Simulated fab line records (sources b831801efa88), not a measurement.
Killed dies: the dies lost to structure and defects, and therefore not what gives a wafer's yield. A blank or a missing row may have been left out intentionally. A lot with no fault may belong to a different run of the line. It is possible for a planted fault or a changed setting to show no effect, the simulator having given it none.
A lot that was struck, set against a sound lot | flow sky130 | 33 out of 708 route steps
Sound: wafers L415.1, L415.3, L415.5. The struck wafers were L403.1, L403.2, L403.5. The cause is named last.
Order at every step that has rows: each side's tool, ch and its chambers, its first start. Under that, the readings that differ: sound wafers | struck wafers | difference of the means | sigmas: that difference in standard deviations of wafers without a fault.
alike: words and numbers the same on both sides, and readings whose means are apart by under 2 such deviations; not compared: readings that were withheld, readings missing a value for some wafer, numbers with overlapping values and no deviation given by the record, and bounds like >300 which may hide the same value.
Wherever a step has rows on one side only, a row that says differs or no value, or a row with sigmas, the two part there. Non-overlapping numbers with no deviation appear without sigmas and do not part them. A reading that every wafer of one side lacks parts them only if that side has two wafers or more.

first, 7 steps without rows for these wafers: SKY_SONOS_TUNNEL_DEVELOP_06 (develop time 60 s); SKY_SONOS_TUNNEL_IMPLANT_09; SKY_SONOS_TUNNEL_WET_ETCH_10 (etches SiO2 in dHF, target depth 14 nm, time 280 s); SKY_SONOS_TUNNEL_STRIP_11 (strips in SPM, time 600 s); SKY_SONOS_TUNNEL_CLEAN_13 (cleans in dHF, time 20 s); SKY_SONOS_ONO_OXIDATION_00 (stabilise 600 s, purge 300 s, target thk 2.6 nm); SKY_SONOS_ONO_CVD_02 (deposits Si3N4 from DCS/NH3, target thk 10.5 nm, time 180 s).
SKY_SONOS_ONO_CVD_04: deposits SiO2 from SiH4/N2O, target thk 5.7199 nm.
  sound on lpcvd-03 ch 0, day 19 00:49; struck on lpcvd-03 ch 0, day 15 01:11
  reading                                    | sound             | struck            | difference | sigmas
  model.SiO2_of_SONOS_ONO_CVD_04.thk-nm (nm) | 5.638 5.679 5.497 | 3.914 4.078 4.121 | -1.567     |
  alike: spike-tc-upper-C, zone-power-bottom-pct, zone-power-top-pct
SKY_SONOS_ONO_THK_MEAS_05:
  sound on film-metro-01, day 19 02:04; struck on film-metro-03, day 15 02:40
  reading                   | sound          | struck         | difference | sigmas
  SONOS_ONO_CVD_04_THK (nm) | 5.60 5.63 5.52 | 3.90 4.12 4.11 | -1.54      | -11
  not compared: hold
then, 22 steps without rows for these wafers: SKY_SONOS_ONO_HMDS_07 (prime time 60 s); SKY_SONOS_ONO_COAT_08 (resist thk 1140 nm); SKY_SONOS_ONO_SOFTBAKE_09 (time 60 s); SKY_SONOS_ONO_EXPOSE_10 (exposes mask ONOM, target cd 410 nm); SKY_SONOS_ONO_PEB_11; SKY_SONOS_ONO_DEVELOP_12 (develop time 60 s); SKY_SONOS_ONO_ETCH_15 (etches the open film in CHF3/O2, target depth 19.52 nm, time 7.8 s); SKY_SONOS_ONO_WET_ETCH_16 (etches SiO2 in dHF, target depth 14 nm, time 280 s); SKY_SONOS_ONO_STRIP_17 (strips in O2/N2); SKY_SONOS_ONO_WET_ETCH_18 (etches Si3N4 in H3PO4, target depth 15 nm, time 172 s); SKY_GATE_OXIDE_CLEAN_00 (cleans in SC1/SC2, time 150 s); SKY_GATE_OXIDE_OXIDATION_01 (stabilise 600 s, purge 300 s, target thk 10.268 nm); SKY_GATE_OXIDE_DEHYDRATE_03 (time 60 s); SKY_GATE_OXIDE_HMDS_04 (prime time 60 s); SKY_GATE_OXIDE_COAT_05 (resist thk 1162 nm); SKY_GATE_OXIDE_SOFTBAKE_06 (time 60 s); SKY_GATE_OXIDE_EXPOSE_07 (exposes mask LVOM, target cd 600 nm); SKY_GATE_OXIDE_PEB_08; SKY_GATE_OXIDE_DEVELOP_09 (develop time 60 s); SKY_GATE_OXIDE_IMPLANT_11; SKY_GATE_OXIDE_WET_ETCH_12 (etches SiO2 in dHF, target depth 16.8 nm, time 336 s); SKY_GATE_OXIDE_STRIP_13 (strips in O2/N2).
-- the record jumps here: 2 days lie between the struck wafers' starts before and after --
SKY_GATE_OXIDE_CLEAN_15: cleans in SC1/SC2, time 150 s.
  sound on wet-bench-04 ch 1, day 21 21:26; struck on wet-bench-03 ch 0, day 17 13:23
  reading                                    | sound            | struck           | difference | sigmas
  model.SiO2_of_SONOS_ONO_CVD_04.thk-nm (nm) | 4.11 4.144 3.971 | 2.386 2.55 2.593 | -1.565     |
  alike: bath-guard-temp-C
-- here the record skips 31 days between the struck wafers' starts before and after, leaving off in module GATE_OXIDE and picking up in module PAD_OPEN (first step shown: number 708 of the route) --
SKY_PAD_OPEN_PROBE_99:
  sound on prober-02, day 50 18:51; struck on prober-01, day 48 12:50
  reading                                 | sound                | struck               | difference | sigmas
  killed-open                             | 45 61 49             | 35 42 39             | -13        | -2
  model.etest.sonos-uncharged.r-on-ohm-um | 819.6 823.7 823.9    | 746.6 756 764.3      | -66.8      |
  model.etest.sonos-erased.drive-ua-um    | 181 182.4 194.7      | 240.9 226 230.3      | +46.4      |
  model.etest.cap-ono.gate-log10-a-cm2    | -7.885 -7.869 -7.647 | -5.742 -5.952 -5.984 | +1.908     |
  model.etest.cap-ono.gate-bv-v (V)       | 16.56 16.37 16.38    | 14.72 14.64 15.17    | -1.59      |
  model.etest.cap-ono.tox-acc-nm (nm)     | 12.82 12.84 12.73    | 11.19 11.3 11.36     | -1.51      |
  model.etest.sonos-programmed.vt-v (V)   | 1.526 1.557 1.576    | 1.933 1.946 1.925    | +0.382     |
  model.etest.sonos-baked.vt-v (V)        | 1.009 1.013 1.026    | 1.324 1.314 1.331    | +0.307     |
  model.etest.sonos-erased.vt-v (V)       | -2.282 -2.28 -2.341  | -2.396 -2.456 -2.479 | -0.143     |
  alike: killed_at_M0_to_M3, killed_at_M4_up, killed-at-contacts, killed-at-front-end, killed-at-other, killed-dies, killed-short

## WHERE THEY PART
Last at SKY_PAD_OPEN_PROBE_99 as far as this record goes, first at SKY_SONOS_ONO_THK_MEAS_05.

WHY: what the simulator had put in
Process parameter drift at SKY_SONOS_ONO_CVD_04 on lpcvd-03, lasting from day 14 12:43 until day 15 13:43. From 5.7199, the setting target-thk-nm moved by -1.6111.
